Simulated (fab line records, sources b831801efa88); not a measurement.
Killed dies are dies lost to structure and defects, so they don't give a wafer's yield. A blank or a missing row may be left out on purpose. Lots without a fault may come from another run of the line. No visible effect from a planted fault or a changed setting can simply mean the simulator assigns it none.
A struck lot beside a sound one    flow sky130    15 steps out of a route of 708
Sound: these wafers, L966.2, L966.4, L966.5. Wafers struck: L968.2, L968.5, L968.6. The cause is named last.
Order at every step that has rows: each side's tool, ch and its chambers, its first start. Under that, the readings that differ: sound wafers    struck wafers    difference of the means    sigmas: that difference in standard deviations of wafers without a fault.
alike: readings with means less than 2 such deviations apart, plus words and numbers identical on both sides. not compared: withheld readings, readings lacking a value on some wafer, bounds such as >300 that could conceal the same value, and numbers that have no deviation in the record and whose values overlap.
A row with sigmas, a row that says differs or no value, or rows on one side alone: a step with any of these is where the two part. Non-overlapping numbers with no deviation appear without sigmas and do not part them. Lack of a reading on every wafer of one side parts them only where that side has two or more wafers.

SKY_VIA1_CMP_24: polishes, stops on SiO2, t overpolish 15 s, target thk 0 nm.
  sound on cmp-02 ch 1,3, day 37 00:47; struck on cmp-01 ch 0,1,2, day 37 13:38
  alike: headPressurePsi, motorCurrentA, overpolishRunS, timeToEndpointS
SKY_METAL2_SPUTTER_00: material Ti, target thk 15 nm, time 10 s.
  sound: pvdSputter-04 at day 37 01:05; struck: pvdSputter-02 at day 37 13:47
  alike: throttleValvePct
then, 1 step without rows for these wafers: SKY_METAL2_SPUTTER_01 (material TiN, target thk 20 nm, time 16.7 s).
SKY_METAL2_SPUTTER_02: material AlCu, target thk 250 nm, time 13.3 s.
  sound: pvdSputter-04 at day 37 01:08; struck: pvdSputter-02 at day 37 13:50
  alike: throttleValvePct
SKY_METAL2_SPUTTER_03: material Ti, target thk 5 nm, time 3.3 s.
  sound: pvdSputter-04 at day 37 01:09; struck: pvdSputter-02 at day 37 13:52
  alike: throttleValvePct
SKY_METAL2_SPUTTER_04: material TiN, target thk 70 nm, time 58.3 s.
  sound: pvdSputter-04 at day 37 01:10; struck: pvdSputter-02 at day 37 13:53
  alike: throttleValvePct
SKY_METAL2_RS_MEAS_05: the measuring method here is four-point-probe.
  sound: filmMetro-02 at day 37 01:14; struck: filmMetro-03 at day 37 13:57
  alike: METAL2_ALCU_RS
SKY_METAL2_THK_MEAS_06: measures by xrf.
  sound: filmMetro-02 at day 37 01:21; struck: filmMetro-03 at day 37 14:04
  alike: METAL2_ALCU_THK
then, 4 steps without rows for these wafers: SKY_METAL2_DEHYDRATE_07 (time 60 s); SKY_METAL2_HMDS_08 (prime time 60 s); SKY_METAL2_COAT_09 (resist thk 60 nm); SKY_METAL2_COAT_10 (resist thk 450 nm).
SKY_METAL2_SOFTBAKE_11: time 90 s.
  sound on lithoTrack-03 ch 0, day 37 14:00; struck on lithoTrack-03 ch 0, day 38 03:00
reading                sound                 struck                difference  sigmas
heaterPowerTotalW (W)  57.20 57.18 57.28     59.97 60.24 60.09     +2.88       +22
runLengthS (s)         119.28 119.42 119.45  107.04 107.08 106.88  -12.38      -62
  alike: chillPlateTempC, exhaustPa
then, 1 step without rows for these wafers: SKY_METAL2_EXPOSE_12 (exposes mask MM2, target cd 140 nm).
-- the record jumps here: 11 days lie between the struck wafers' starts before and after (it left off in module METAL2 and takes up again in module PAD_OPEN, whose first step shown is number 708 of the route) --
SKY_PAD_OPEN_PROBE_99:
  sound: prober-01 at day 48 02:41; struck: prober-01 at day 48 15:39
  alike: defectLimitedYield, killed_at_M0_to_M3, killed_at_M4_up, killedAtContacts, killedAtFrontEnd, killedAtOther, killedDies, killedOpen, killedShort, sort_bin_3_pad_short, sort_bin_5_function, sort_bin_6_memory, sortNPass, sortYieldPct

== WHERE THEY PART ==
Within this record, at SKY_METAL2_SOFTBAKE_11 only. Later steps at which nothing parts them and some readings are alike: SKY_PAD_OPEN_PROBE_99.

WHY: what had been put in by the simulator
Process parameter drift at SKY_METAL2_SOFTBAKE_11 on lithoTrack-03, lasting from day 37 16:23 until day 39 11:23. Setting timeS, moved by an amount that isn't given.
